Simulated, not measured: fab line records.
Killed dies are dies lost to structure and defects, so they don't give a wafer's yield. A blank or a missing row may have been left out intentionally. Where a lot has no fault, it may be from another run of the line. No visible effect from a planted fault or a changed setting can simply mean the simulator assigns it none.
fab line records ; flow sky130
record: lots: 6; wafers: 18; last-day: 49
route steps=708 shown PASSIVATION@682 PAD_OPEN@694
lots untouched by any fault: they come from a run of this same line in which no faults occurred
start-h: start of the lot's first displayed wafer, in hours after the record's first day ; wait-h: hours elapsed since this lot's preceding step ; " unchanged from the row above ; L1.1+2: several wafers, shown together as one row ; - no value, or no start given ; * or withheld: withheld ; < > ~ a bound
route shown NAME@n: NAME is a module with steps in the file, n the number in the route of the first one ; usual: mean and standard deviation over wafers with no fault ; same: alike in all rows ; chamber/n: place in a boat ; sites: the reading at each site ; _std_site: standard deviation across them ; _edge_site: outer sites' mean less inner sites' ; radius-mm: how far each site lies from the wafer's centre ; mask NAME#n: copy n ; behind: the last tool/chamber to shape the wafer ; hold: what put the lot on hold/how long, in hours/how the hold closed ; device: names the non-switching transistor (n, p or np) ; end of line: the same wafers' tests at the end of the route ; for a step that has no rows: nothing shown but its recipe ; killed: dies that structure and defects cost at the first sort, which is not the same as the wafer's yield ; map: dies across one wafer; x = killed, . = not, _ = none there
set.NAME: the run value of the setting; set.NAME@STEP: its run value at that earlier step ; model.NAME: the simulator's own value behind a step, which no gauge read
certain route steps with their lots: each step a table, each wafer a row
services: when a tool's chamber went out of use (start-h, in hours from the record's first day, below 0 if earlier), for how many hours, and the reason
== steps ==
step: SKY_PASSIVATION_THK_MEAS_01
recipe: reads: SiO2_of_PASSIVATION_CVD_00
usual: PASSIVATION_CVD_00_THK: 89.9/1.2
lot.wafer;tool;chamber;start-h;wait-h;PASSIVATION_CVD_00_THK[nm]
L800.3;film-metro-02;-;1034.29;-;88.7
L800.4;film-metro-02;-;1034.29;-;91.2
L800.5;film-metro-02;-;1034.29;-;92.0
L804.2;film-metro-01;-;1066.93;-;88.4
L804.3;film-metro-01;-;1066.93;-;87.3
L804.5;film-metro-01;-;1066.93;-;90.2
L805.3;film-metro-02;-;1073.43;-;89.4
L805.4;film-metro-02;-;1073.43;-;90.9
L805.6;film-metro-02;-;1073.43;-;90.1
L809.1;film-metro-04;-;1105.99;-;89.1
L809.2;film-metro-04;-;1105.99;-;89.8
L809.3;film-metro-04;-;1105.99;-;89.1
L814.1;film-metro-02;-;1135.84;-;88.5
L814.2;film-metro-02;-;1135.84;-;88.2
L814.5;film-metro-02;-;1135.84;-;90.8
L817.3;film-metro-02;-;1148.74;-;91.3
L817.4;film-metro-02;-;1148.74;-;90.4
L817.5;film-metro-02;-;1148.74;-;92.8
step: SKY_PASSIVATION_CVD_02
recipe: material: Si3N4; target-thk-nm: 540; temp-c: 400; time-s: withheld; rf-w: 450
usual: heater-power-outer-w: 432/62; heater-power-w: 695/79
lot.wafer;tool;chamber;start-h;wait-h;heater-power-outer-w;heater-power-w
L800.3;pecvd-04;2;1034.33;0.0;449;668
L800.4;pecvd-04;1;1034.33;0.0;416;676
L800.5;pecvd-04;2;1034.33;0.0;460;680
L804.2;pecvd-03;2;1066.98;0.0;324;589
L804.3;pecvd-03;1;1066.98;0.0;488;755
L804.5;pecvd-03;2;1066.98;0.0;345;623
L805.3;pecvd-04;1;1073.47;0.0;346;598
L805.4;pecvd-04;0;1073.47;0.0;480;655
L805.6;pecvd-04;1;1073.47;0.0;380;637
L809.1;pecvd-04;0;1106.05;0.1;487;669
L809.2;pecvd-04;2;1106.05;0.1;483;708
L809.3;pecvd-04;1;1106.05;0.1;408;680
L814.1;pecvd-02;2;1135.90;0.1;408;672
L814.2;pecvd-02;1;1135.90;0.1;399;698
L814.5;pecvd-02;2;1135.90;0.1;426;721
L817.3;pecvd-04;0;1148.89;0.1;479;643
L817.4;pecvd-04;2;1148.89;0.1;462;703
L817.5;pecvd-04;2;1148.89;0.1;473;706
step: SKY_PASSIVATION_THK_MEAS_03
recipe: reads: Si3N4_of_PASSIVATION_CVD_02
usual: PASSIVATION_CVD_02_THK: 539/7.7
lot.wafer;tool;chamber;start-h;wait-h;PASSIVATION_CVD_02_THK[nm]
L800.3;film-metro-04;-;1034.58;-;545
L800.4;film-metro-04;-;1034.58;-;539
L800.5;film-metro-04;-;1034.58;-;547
L804.2;film-metro-02;-;1067.22;-;542
L804.3;film-metro-02;-;1067.22;-;530
L804.5;film-metro-02;-;1067.22;-;553
L805.3;film-metro-02;-;1073.72;-;540
L805.4;film-metro-02;-;1073.72;-;554
L805.6;film-metro-02;-;1073.72;-;550
L809.1;film-metro-02;-;1106.27;-;540
L809.2;film-metro-02;-;1106.27;-;531
L809.3;film-metro-02;-;1106.27;-;526
L814.1;film-metro-01;-;1136.13;-;539
L814.2;film-metro-01;-;1136.13;-;549
L814.5;film-metro-01;-;1136.13;-;557
L817.3;film-metro-04;-;1149.14;-;538
L817.4;film-metro-04;-;1149.14;-;545
L817.5;film-metro-04;-;1149.14;-;546
step: SKY_PASSIVATION_DEHYDRATE_04
recipe: temp-c: 200; time-s: 60
step: SKY_PASSIVATION_HMDS_05
recipe: prime-time-s: 60; prime-temp-c: 120
step: SKY_PASSIVATION_COAT_06
recipe: spin-rpm: 2000; resist-thk-nm: 3000
step: SKY_PASSIVATION_SOFTBAKE_07
recipe: temp-c: 110; time-s: withheld
step: SKY_PASSIVATION_EXPOSE_08
recipe: mask-id: NSM; target-cd-nm: 3000; na: 0.57; dose-mj: 260
step: SKY_PASSIVATION_PEB_09
recipe: temp-c: 115; time-s: withheld
step: SKY_PASSIVATION_DEVELOP_10
recipe: develop-time-s: 60; dev-temp-c: 23
step: SKY_PASSIVATION_ETCH_11
recipe: chemistry: CF4/O2; target-depth-nm: 725; stop-on: AlCu; source-w: 800; bias-w: 150; pressure-mtorr: 150; cf4-flow-sccm: 80; O2_flow_sccm: 10; time-s: 161.1
usual: chamber-pressure-mTorr: 150.00/0.14; drypump-motor-current-A: 5.6/0.4; oes-product-au: 0.975/0.0089; throttle-valve-pct: 5.963/0.0092
lot.wafer;tool;chamber;start-h;wait-h;chamber-pressure-mTorr;drypump-motor-current-A;oes-product-au;rf-hours-counter-h;throttle-valve-pct
L800.3;rie-diel-03;2;1056.15;-;150.03;5.7;0.963;10;5.953
L800.4;rie-diel-03;0;1056.15;-;150.02;5.4;0.969;-;5.951
L800.5;rie-diel-03;3;1056.15;-;150.01;6.4;0.967;-;5.974
L804.2;rie-diel-04;1;1088.24;-;150.00;5.1;0.978;5;5.963
L804.3;rie-diel-04;0;1088.24;-;149.88;5.6;0.969;19;5.974
L804.5;rie-diel-04;3;1088.24;-;150.06;5.5;0.988;-;5.971
L805.3;rie-diel-04;2;1094.74;-;149.98;5.7;0.970;20;5.965
L805.4;rie-diel-04;3;1094.74;-;149.96;5.5;1.001;11;5.969
L805.6;rie-diel-04;0;1094.74;-;149.92;5.5;0.981;-;5.965
L809.1;rie-diel-04;1;1125.79;-;150.27;5.0;0.977;5;5.960
L809.2;rie-diel-04;2;1125.79;-;149.89;5.7;0.978;21;5.953
L809.3;rie-diel-04;3;1125.79;-;150.01;5.4;0.974;12;5.965
L814.1;rie-diel-03;3;1154.70;-;150.08;6.5;0.986;29;5.969
L814.2;rie-diel-03;1;1154.70;-;149.80;5.3;0.992;11;5.967
L814.5;rie-diel-03;1;1154.70;-;150.02;5.4;0.990;-;5.963
L817.3;rie-diel-02;2;1166.94;-;150.06;5.8;0.978;31;5.972
L817.4;rie-diel-02;3;1166.94;-;150.14;6.4;0.995;26;5.971
L817.5;rie-diel-02;2;1166.94;-;150.21;5.8;0.984;-;5.964
step: SKY_PASSIVATION_STRIP_12
recipe: chemistry: O2/N2; power-w: 1400; pressure-mtorr: 1500; platen-temp-c: withheld; overash-fraction: 0.7; o2-flow-sccm: 3000; n2-flow-sccm: 300
usual: chamber-pressure-mTorr: 1500.0/1.4; drypump-motor-current-A: 5.8/0.44; oes-product-au: 0.660/0.0045; strip-time-to-endpoint-s: 31.52/0.17
lot.wafer;tool;chamber;start-h;wait-h;chamber-pressure-mTorr;drypump-motor-current-A;oes-product-au;rf-hours-counter-h;strip-time-to-endpoint-s
L800.3;plasma-asher-02;0;1056.29;0.1;1499.9;5.8;0.652;-;31.68
L800.4;plasma-asher-02;1;1056.29;0.1;1500.0;6.0;0.646;-;31.71
L800.5;plasma-asher-02;0;1056.29;0.1;1499.9;5.8;0.655;-;31.35
L804.2;plasma-asher-04;0;1088.35;0.1;1499.9;5.6;0.659;66;31.46
L804.3;plasma-asher-04;0;1088.35;0.1;1499.6;5.6;0.650;-;31.66
L804.5;plasma-asher-04;1;1088.35;0.1;1498.7;4.9;0.664;-;31.40
L805.3;plasma-asher-03;1;1094.88;0.1;1501.2;6.2;0.669;-;31.38
L805.4;plasma-asher-03;0;1094.88;0.1;1502.5;6.2;0.659;-;31.27
L805.6;plasma-asher-03;1;1094.88;0.1;1500.0;6.3;0.660;-;31.67
L809.1;plasma-asher-04;1;1125.89;0.1;1499.1;4.9;0.658;70;31.39
L809.2;plasma-asher-04;0;1125.89;0.1;1502.1;5.6;0.669;70;31.24
L809.3;plasma-asher-04;0;1125.89;0.1;1500.8;5.6;0.661;-;31.33
L814.1;plasma-asher-04;1;1154.81;0.1;1498.3;4.9;0.658;72;31.32
L814.2;plasma-asher-04;0;1154.81;0.1;1500.0;5.6;0.660;72;31.48
L814.5;plasma-asher-04;1;1154.81;0.1;1502.2;4.9;0.661;-;31.32
L817.3;plasma-asher-02;1;1167.08;0.1;1500.0;6.1;0.646;-;31.47
L817.4;plasma-asher-02;0;1167.08;0.1;1503.5;5.8;0.664;-;31.46
L817.5;plasma-asher-02;0;1167.08;0.1;1500.9;5.8;0.658;-;31.55
step: SKY_PAD_OPEN_DEHYDRATE_00
recipe: temp-c: 200; time-s: 60
usual: run-length-s: 89.29/0.2
lot.wafer;tool;chamber;start-h;wait-h;run-length-s
L800.3;litho-track-04;0;1066.69;10.4;89.27
L800.4;litho-track-04;0;1066.69;10.4;89.25
L800.5;litho-track-04;0;1066.69;10.4;89.13
L804.2;litho-track-04;0;1097.17;8.8;96.39
L804.3;litho-track-04;0;1097.17;8.8;96.20
L804.5;litho-track-04;0;1097.17;8.8;96.09
L805.3;litho-track-04;0;1104.64;9.7;96.02
L805.4;litho-track-04;0;1104.64;9.7;96.13
L805.6;litho-track-04;0;1104.64;9.7;96.18
L809.1;litho-track-01;0;1135.08;9.2;89.73
L809.2;litho-track-01;0;1135.08;9.2;89.46
L809.3;litho-track-01;0;1135.08;9.2;89.37
L814.1;litho-track-02;0;1162.99;8.1;89.24
L814.2;litho-track-02;0;1162.99;8.1;89.01
L814.5;litho-track-02;0;1162.99;8.1;89.44
L817.3;litho-track-02;0;1175.39;8.3;89.07
L817.4;litho-track-02;0;1175.39;8.3;89.06
L817.5;litho-track-02;0;1175.39;8.3;88.99
step: SKY_PAD_OPEN_HMDS_01
recipe: prime-time-s: 60; prime-temp-c: 120
step: SKY_PAD_OPEN_PROBE_99
usual: defect-limited-yield: 82.8/2; killed_at_M0_to_M3: 43/7.8; killed_at_M4_up: 3.2/1.9; killed-at-contacts: 24/5; killed-at-front-end: 14/4.5; killed-at-other: 0.2/0.41; killed-dies: 84/9.6; killed-open: 47/6.9; killed-short: 38/6; sort_bin_3_pad_short: 0.8/0.43; sort_bin_5_function: 10.1/1.4; sort_bin_6_memory: 6.3/1.1; sort-n-pass: 408/9.6; sort-yield-pct: 82.8/2
same: gross-dies: 492; killed-at-back-side: 0; sort_bin_4_leakage[%]: 0; sort_bin_8_speed[%]: 0
lot.wafer;tool;chamber;start-h;wait-h;defect-limited-yield[%];killed_at_M0_to_M3;killed_at_M4_up;killed-at-contacts;killed-at-front-end;killed-at-other;killed-dies;killed-open;killed-short;sort_bin_3_pad_short[%];sort_bin_5_function[%];sort_bin_6_memory[%];sort-n-pass;sort-yield-pct[%]
L804.2;prober-01;-;1110.26;0.1;83.9;38;3;21;17;0;79;36;43;1.4;8.1;6.5;413;83.9
L804.3;prober-01;-;1110.31;0.2;83.9;31;1;26;21;0;79;44;35;0.6;10.2;5.3;413;83.9
L804.5;prober-01;-;1110.41;0.2;82.3;33;5;35;13;1;87;45;42;0.8;11.0;5.9;405;82.3
L805.3;prober-02;-;1117.21;0.2;83.7;47;0;19;14;0;80;44;36;0.8;9.6;5.9;412;83.7
L805.4;prober-02;-;1117.26;0.2;81.1;42;6;28;16;1;93;48;45;0.8;12.2;5.9;399;81.1
L805.6;prober-02;-;1117.36;0.2;86.0;31;3;22;13;0;69;39;30;0.6;10.0;3.5;423;86.0
L809.1;prober-02;-;1146.70;0.1;83.1;39;3;23;17;1;83;50;33;1.0;9.6;6.3;409;83.1
L809.2;prober-02;-;1146.75;0.1;82.5;45;6;21;14;0;86;52;34;0.8;10.6;6.1;406;82.5
L809.3;prober-02;-;1146.80;0.2;84.1;40;3;26;9;0;78;41;37;1.4;8.9;5.5;414;84.1
L814.1;prober-01;-;1175.02;0.1;87.0;23;6;21;14;0;64;33;31;0.8;6.9;5.3;428;87.0
L814.2;prober-01;-;1175.07;0.1;79.5;53;2;24;21;1;101;59;42;0.6;11.8;8.1;391;79.5
L814.5;prober-01;-;1175.22;0.2;83.9;36;1;23;19;0;79;42;37;0.4;9.6;6.1;413;83.9
L817.3;prober-02;-;1186.60;0.2;83.3;44;2;21;14;1;82;50;32;1.8;9.8;5.1;410;83.3
L817.4;prober-02;-;1186.65;0.2;82.5;38;2;31;15;0;86;44;42;0.6;9.8;7.1;406;82.5
L817.5;prober-02;-;1186.70;0.2;82.9;42;1;27;14;0;84;48;36;1.0;9.6;6.5;408;82.9
killed by level:class
L804.2 METAL2:geometric-particle:short=9 VIA1:geometric-particle:open=7 LI_CONTACT:geometric-particle:open=6 CONTACT:geometric-particle:open=6 VIA1:geometric-particle:short=6 FIELD_ISO:geometric-particle:open=5 LOCAL_INTERCONNECT:geometric-particle:short=5 CONTACT:geometric-particle:short=4
L804.3 CONTACT:geometric-particle:open=10 LOCAL_INTERCONNECT:geometric-particle:short=7 FIELD_ISO:geometric-particle:open=6 LI_CONTACT:geometric-particle:open=6 VIA1:geometric-particle:open=6 METAL2:geometric-particle:short=5 POLY_GATE:geometric-particle:open=4 VIA2:geometric-particle:open=4
L804.5 LI_CONTACT:geometric-particle:open=15 VIA3:geometric-particle:open=8 LI_CONTACT:geometric-particle:short=7 METAL2:geometric-particle:short=7 CONTACT:geometric-particle:open=6 VIA2:geometric-particle:open=6 VIA1:geometric-particle:open=5 FIELD_ISO:geometric-particle:short=4
L805.3 VIA1:geometric-particle:open=12 POLY_GATE:geometric-particle:open=8 METAL1:geometric-particle:short=6 VIA3:geometric-particle:open=6 LI_CONTACT:geometric-particle:open=5 LOCAL_INTERCONNECT:geometric-particle:short=5 VIA2:geometric-particle:open=5 METAL3:geometric-particle:short=5
L805.4 CONTACT:geometric-particle:open=14 VIA1:geometric-particle:open=8 METAL2:geometric-particle:short=6 VIA3:geometric-particle:open=6 CONTACT:geometric-particle:short=6 METAL3:geometric-particle:short=5 FIELD_ISO:geometric-particle:short=4 VIA1:geometric-particle:short=4
L805.6 VIA1:geometric-particle:open=9 LI_CONTACT:geometric-particle:open=7 FIELD_ISO:geometric-particle:short=5 FIELD_ISO:geometric-particle:open=4 CONTACT:geometric-particle:open=4 LOCAL_INTERCONNECT:geometric-particle:short=4 CONTACT:geometric-particle:short=4 METAL1:geometric-particle:short=4
L809.1 VIA1:geometric-particle:open=16 CONTACT:geometric-particle:open=10 FIELD_ISO:geometric-particle:short=5 SPACER:geometric-particle:short=4 VIA3:geometric-particle:open=4 LI_CONTACT:geometric-particle:open=4 LOCAL_INTERCONNECT:geometric-particle:short=4 VIA2:geometric-particle:short=4
L809.2 VIA1:geometric-particle:open=13 CONTACT:geometric-particle:open=8 VIA3:geometric-particle:open=7 LI_CONTACT:geometric-particle:open=6 METAL1:geometric-particle:short=6 FIELD_ISO:geometric-particle:open=5 VIA2:geometric-particle:open=5 METAL3:geometric-particle:short=4
L809.3 LI_CONTACT:geometric-particle:open=8 VIA3:geometric-particle:open=8 LI_CONTACT:geometric-particle:short=7 CONTACT:geometric-particle:open=7 VIA1:geometric-particle:open=6 METAL1:geometric-particle:short=5 METAL3:geometric-particle:short=5 VIA3:geometric-particle:short=5
L814.1 CONTACT:geometric-particle:open=7 CONTACT:geometric-particle:short=5 POLY_GATE:geometric-particle:open=4 LI_CONTACT:geometric-particle:open=4 VIA1:geometric-particle:short=4 VIA3:geometric-particle:open=4 METAL4:geometric-particle:short=4 POLY_GATE:geometric-particle:short=3
L814.2 VIA1:geometric-particle:open=17 METAL1:geometric-particle:short=11 LI_CONTACT:geometric-particle:open=9 VIA2:geometric-particle:open=6 POLY_GATE:geometric-particle:open=5 METAL2:geometric-particle:short=5 VIA3:geometric-particle:open=5 FIELD_ISO:geometric-particle:open=4
L814.5 LI_CONTACT:geometric-particle:open=7 METAL1:geometric-particle:short=7 VIA2:geometric-particle:open=7 CONTACT:geometric-particle:open=6 VIA3:geometric-particle:open=6 METAL3:geometric-particle:short=4 POLY_GATE:geometric-particle:short=4 SPACER:geometric-particle:short=4
L817.3 VIA1:geometric-particle:open=11 CONTACT:geometric-particle:open=8 VIA3:geometric-particle:open=8 LI_CONTACT:geometric-particle:open=6 METAL3:geometric-particle:short=5 VIA1:geometric-particle:short=5 VIA2:geometric-particle:open=5 VIA3:geometric-particle:short=4
L817.4 LI_CONTACT:geometric-particle:open=12 CONTACT:geometric-particle:open=8 VIA1:geometric-particle:short=7 VIA1:geometric-particle:open=6 METAL2:geometric-particle:short=6 POLY_GATE:geometric-particle:short=5 VIA2:geometric-particle:short=5 CONTACT:geometric-particle:short=4
L817.5 VIA1:geometric-particle:open=9 CONTACT:geometric-particle:open=8 LI_CONTACT:geometric-particle:open=6 CONTACT:geometric-particle:short=6 VIA2:geometric-particle:open=6 METAL1:geometric-particle:short=5 VIA3:geometric-particle:open=5 POLY_GATE:geometric-particle:open=4
== services ==
tool;chamber;start-h;hours;kind
rie-diel-04;2;1020.19;4.4;repair
rie-diel-02;0;1026.80;2.5;repair
rie-diel-04;1;1031.27;22.1;repair
rie-diel-03;1;1033.38;76.9;repair
plasma-asher-02;-;1041.96;2.9;repair
rie-diel-04;3;1044.40;1.9;repair
rie-diel-02;1;1056.62;-;clean
pecvd-02;-;1073.77;1.7;repair
pecvd-02;-;1079.67;1.1;repair
rie-diel-03;3;1082.45;6.2;repair
rie-diel-03;2;1085.31;8.2;repair
pecvd-04;2;1091.46;6.4;repair
pecvd-03;-;1104.83;6.0;pm
rie-diel-02;3;1113.02;5.1;repair
rie-diel-03;-;1120.99;2.5;repair
rie-diel-02;0;1123.98;9.1;repair
rie-diel-03;1;1137.10;17.4;repair
pecvd-04;1;1137.83;16.5;scheduled-down
rie-diel-02;2;1138.99;21.4;repair
pecvd-02;-;1148.77;5.5;pm
rie-diel-02;1;1155.70;3.9;repair
rie-diel-03;3;1163.21;9.8;repair
pecvd-04;2;1168.03;2.1;scheduled-down
pecvd-02;-;1175.26;1.2;repair
== key ==
first-sign: step: SKY_PAD_OPEN_DEHYDRATE_00; reading: run-length-s; direction: up; sigmas: 35; usual: *; struck: *
effect none on later readings
met-at SKY_PAD_OPEN_DEHYDRATE_00
struck-wafers L804.2,L804.3,L804.5,L805.3,L805.4,L805.6
onset-between 1066.69 1097.17
fault: kind: process-parameter-drift; tool: litho-track-04; chamber: -; onset-h: 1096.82; steps: SKY_PAD_OPEN_DEHYDRATE_00; channel: time-s; offset: *; shape: step; end-h: 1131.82; acts-in: *; stated: *
